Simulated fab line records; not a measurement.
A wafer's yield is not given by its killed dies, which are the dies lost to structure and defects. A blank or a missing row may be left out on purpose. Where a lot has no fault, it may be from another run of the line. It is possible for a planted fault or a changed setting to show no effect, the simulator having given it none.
Which of the tools did it? / flow gf180mcu / 11 lots, 33 wafers sampled, at 5 steps of a route of 602

WHAT THE GAUGES SHOWED, per wafer
GF_M4_THK_MEAS_06: measures by xrf.
lot=L114; measured=day 23 01:12; on=film metro-04; M4_ALCU_THK (nm)=442 443 446
lot=L118; measured=day 24 19:16; on=film metro-02; M4_ALCU_THK (nm)=449 443 442
lot=L119; measured=day 24 23:12; on=film metro-04; M4_ALCU_THK (nm)=446 449 448
lot=L120; measured=day 25 07:59; on=film metro-04; M4_ALCU_THK (nm)=461 461 464
lot=L122; measured=day 26 01:57; on=film metro-03; M4_ALCU_THK (nm)=451 449 449
lot=L125; measured=day 27 07:25; on=film metro-02; M4_ALCU_THK (nm)=441 439 443
lot=L128; measured=day 28 01:37; on=film metro-02; M4_ALCU_THK (nm)=449 452 447
lot=L129; measured=day 28 04:49; on=film metro-02; M4_ALCU_THK (nm)=452 453 453
lot=L131; measured=day 28 19:14; on=film metro-04; M4_ALCU_THK (nm)=447 447 444
lot=L132; measured=day 29 03:50; on=film metro-03; M4_ALCU_THK (nm)=442 451 445
lot=L135; measured=day 29 18:24; on=film metro-02; M4_ALCU_THK (nm)=450 448 449

GF_V4_THK_MEAS_03.
lot=L114; measured=day 24 00:13; on=film metro-03; V4_CVD_02_THK (nm)=854 850 849
lot=L118; measured=day 25 18:11; on=film metro-03; V4_CVD_02_THK (nm)=838 855 848
lot=L119; measured=day 25 21:40; on=film metro-04; V4_CVD_02_THK (nm)=849 852 859
lot=L120; measured=day 26 06:16; on=film metro-04; V4_CVD_02_THK (nm)=841 848 854
lot=L122; measured=day 26 23:32; on=film metro-04; V4_CVD_02_THK (nm)=858 871 870
lot=L125; measured=day 28 04:16; on=film metro-04; V4_CVD_02_THK (nm)=851 869 852
lot=L128; measured=day 28 21:46; on=film metro-04; V4_CVD_02_THK (nm)=846 851 870
lot=L129; measured=day 29 01:05; on=film metro-04; V4_CVD_02_THK (nm)=838 492 849
lot=L131; measured=day 29 15:09; on=film metro-04; V4_CVD_02_THK (nm)=836 856 861
lot=L132; measured=day 29 23:01; on=film metro-04; V4_CVD_02_THK (nm)=499 872 870
lot=L135; measured=day 30 13:45; on=film metro-03; V4_CVD_02_THK (nm)=833 831 850

TOOL THAT RAN EACH LOT (tool first, then ch and the chambers of the sampled wafers, then the start)
lot=L114; GF_M4_SPUTTER_02=pvd sputter-04, day 23 00:59; GF_M4_METAL_ETCH_16=rie metal-04 ch 0,1, day 23 23:19; GF_V4_CVD_02=pecvd-01 ch 0,1, day 24 00:09
lot=L118; GF_M4_SPUTTER_02=pvd sputter-01, day 24 19:02; GF_M4_METAL_ETCH_16=rie metal-03 ch 0,1, day 25 17:19; GF_V4_CVD_02=pecvd-03 ch 0,1,2, day 25 18:06
lot=L119; GF_M4_SPUTTER_02=pvd sputter-04, day 24 22:59; GF_M4_METAL_ETCH_16=rie metal-03 ch 0,1, day 25 20:48; GF_V4_CVD_02=pecvd-03 ch 0,1,2, day 25 21:35
lot=L120; GF_M4_SPUTTER_02=pvd sputter-01, day 25 07:46; GF_M4_METAL_ETCH_16=rie metal-04 ch 0,1, day 26 05:22; GF_V4_CVD_02=pecvd-01 ch 0,1,2, day 26 06:11
lot=L122; GF_M4_SPUTTER_02=pvd sputter-04, day 26 01:43; GF_M4_METAL_ETCH_16=rie metal-04 ch 0,1, day 26 22:43; GF_V4_CVD_02=pecvd-01 ch 0,1,2, day 26 23:27
lot=L125; GF_M4_SPUTTER_02=pvd sputter-04, day 27 07:11; GF_M4_METAL_ETCH_16=rie metal-04 ch 0,1, day 28 03:22; GF_V4_CVD_02=pecvd-03 ch 1,2, day 28 04:11
lot=L128; GF_M4_SPUTTER_02=pvd sputter-02, day 28 01:24; GF_M4_METAL_ETCH_16=rie metal-02 ch 0,1, day 28 20:55; GF_V4_CVD_02=pecvd-01 ch 1,2, day 28 21:42
lot=L129; GF_M4_SPUTTER_02=pvd sputter-01, day 28 04:35; GF_M4_METAL_ETCH_16=rie metal-03 ch 0,1, day 29 00:13; GF_V4_CVD_02=pecvd-01 ch 1,2, day 29 01:00
lot=L131; GF_M4_SPUTTER_02=pvd sputter-01, day 28 19:00; GF_M4_METAL_ETCH_16=rie metal-03 ch 0,1, day 29 14:17; GF_V4_CVD_02=pecvd-02 ch 1,2, day 29 15:04
lot=L132; GF_M4_SPUTTER_02=pvd sputter-02, day 29 03:37; GF_M4_METAL_ETCH_16=rie metal-04 ch 0,1, day 29 22:09; GF_V4_CVD_02=pecvd-01 ch 0,1,2, day 29 22:56
lot=L135; GF_M4_SPUTTER_02=pvd sputter-01, day 29 18:11; GF_M4_METAL_ETCH_16=rie metal-03 ch 0,1, day 30 12:52; GF_V4_CVD_02=pecvd-03 ch 1,2, day 30 13:41
- GF_M4_SPUTTER_02: material AlCu, target thk 450 nm, time 23.9 s.
- GF_M4_METAL_ETCH_16: etches the open film in Cl2/BCl3, stops on SiO2, target depth 627.5 nm, time 104.6 s.
- GF_V4_CVD_02: deposits SiO2 from TEOS, target thk 850 nm, time 94.851 s.

AS READ BY THE TOOLS THEMSELVES (means over the sampled wafers that have a number; for cases with no such wafer, the mark the record gives instead)
GF_M4_SPUTTER_02.
lot=L114; tool=pvd sputter-04; throttle valve pct (%)=29.5
lot=L118; tool=pvd sputter-01; throttle valve pct (%)=30.9
lot=L119; tool=pvd sputter-04; throttle valve pct (%)=29.6
lot=L120; tool=pvd sputter-01; throttle valve pct (%)=30.4
lot=L122; tool=pvd sputter-04; throttle valve pct (%)=29.5
lot=L125; tool=pvd sputter-04; throttle valve pct (%)=29.6
lot=L128; tool=pvd sputter-02; throttle valve pct (%)=31.6
lot=L129; tool=pvd sputter-01; throttle valve pct (%)=31.4
lot=L131; tool=pvd sputter-01; throttle valve pct (%)=30.4
lot=L132; tool=pvd sputter-02; throttle valve pct (%)=30.2
lot=L135; tool=pvd sputter-01; throttle valve pct (%)=31.0

GF_M4_METAL_ETCH_16.
lot=L114; tool=rie metal-04; bcl3 flow sccm (sccm)=39.96; chamber pressure mTorr (mTorr)=8.002; drypump motor current A (A)=5.9; oes product au (a.u.)=0.963; throttle valve pct (%)=28.253
lot=L118; tool=rie metal-03; bcl3 flow sccm (sccm)=39.98; chamber pressure mTorr (mTorr)=8.000; drypump motor current A (A)=6.1; oes product au (a.u.)=0.969; throttle valve pct (%)=28.246
lot=L119; tool=rie metal-03; bcl3 flow sccm (sccm)=39.87; chamber pressure mTorr (mTorr)=7.998; drypump motor current A (A)=6.1; oes product au (a.u.)=0.968; throttle valve pct (%)=28.256
lot=L120; tool=rie metal-04; bcl3 flow sccm (sccm)=39.97; chamber pressure mTorr (mTorr)=7.992; drypump motor current A (A)=5.5; oes product au (a.u.)=0.982; throttle valve pct (%)=28.230
lot=L122; tool=rie metal-04; bcl3 flow sccm (sccm)=40.06; chamber pressure mTorr (mTorr)=7.998; drypump motor current A (A)=5.8; oes product au (a.u.)=0.971; throttle valve pct (%)=28.253
lot=L125; tool=rie metal-04; bcl3 flow sccm (sccm)=39.99; chamber pressure mTorr (mTorr)=7.995; drypump motor current A (A)=5.9; oes product au (a.u.)=0.971; throttle valve pct (%)=28.250
lot=L128; tool=rie metal-02; bcl3 flow sccm (sccm)=39.99; chamber pressure mTorr (mTorr)=7.997; drypump motor current A (A)=5.6; oes product au (a.u.)=0.972; throttle valve pct (%)=28.251
lot=L129; tool=rie metal-03; bcl3 flow sccm (sccm)=40.01; chamber pressure mTorr (mTorr)=7.996; drypump motor current A (A)=6.1; oes product au (a.u.)=0.970; throttle valve pct (%)=28.246
lot=L131; tool=rie metal-03; bcl3 flow sccm (sccm)=40.02; chamber pressure mTorr (mTorr)=8.002; drypump motor current A (A)=5.7; oes product au (a.u.)=0.974; throttle valve pct (%)=28.248
lot=L132; tool=rie metal-04; bcl3 flow sccm (sccm)=40.08; chamber pressure mTorr (mTorr)=7.999; drypump motor current A (A)=5.8; oes product au (a.u.)=0.971; throttle valve pct (%)=28.241
lot=L135; tool=rie metal-03; bcl3 flow sccm (sccm)=39.98; chamber pressure mTorr (mTorr)=8.001; drypump motor current A (A)=5.7; oes product au (a.u.)=0.967; throttle valve pct (%)=28.251

GF_V4_CVD_02.
lot=L114; tool=pecvd-01; heater power w (W)=580
lot=L118; tool=pecvd-03; heater power w (W)=762
lot=L119; tool=pecvd-03; heater power w (W)=722
lot=L120; tool=pecvd-01; heater power w (W)=605
lot=L122; tool=pecvd-01; heater power w (W)=588
lot=L125; tool=pecvd-03; heater power w (W)=693
lot=L128; tool=pecvd-01; heater power w (W)=688
lot=L129; tool=pecvd-01; heater power w (W)=730
lot=L131; tool=pecvd-02; heater power w (W)=626
lot=L132; tool=pecvd-01; heater power w (W)=640
lot=L135; tool=pecvd-03; heater power w (W)=714

THE ANSWER, worked out from the rows above alone
Rule: what is usual is taken from the lots themselves. The widest of any qualifying gaps counts: lots, ordered by their means at a reading, are off when they make up no more than a third of the lots, leave a main group of 4 or more, and stand apart from it by 3 or more times the standard deviation of that group's means. Not used: any main group whose means are identical at the precision the tables above print for the reading. A lot without any number at a reading at which 4 lots or more have one is off too. Where the step has rows for the other lots, those lots are counted as sound. The gauges are gone through in route order, then the tools' own readings, and for those a lot's mean is taken as printed above. At the first step where some lot is off, the reading lying furthest off is the one used; lots without a number count as furthest.
Off: L129, L132, seen at GF_V4_THK_MEAS_03 (V4_CVD_02_THK). Main group: mean 852 nm, sd 7.4.
A tool fits if, at a process step before that reading, it ran every lot that is off, and no sound lot after the first of them. Gauges at GF_V4_THK_MEAS_03: tried the same way as those tools. One fits: pecvd-01 at GF_V4_CVD_02. A fault onset in the window from L128 (day 28 21:42, its last sound lot) to L129 (day 29 01:00, its first lot off) fits.

WHAT WAS PUT IN BY THE SIMULATOR
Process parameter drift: pecvd-01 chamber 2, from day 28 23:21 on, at GF_V4_CVD_02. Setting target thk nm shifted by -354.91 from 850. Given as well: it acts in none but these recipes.
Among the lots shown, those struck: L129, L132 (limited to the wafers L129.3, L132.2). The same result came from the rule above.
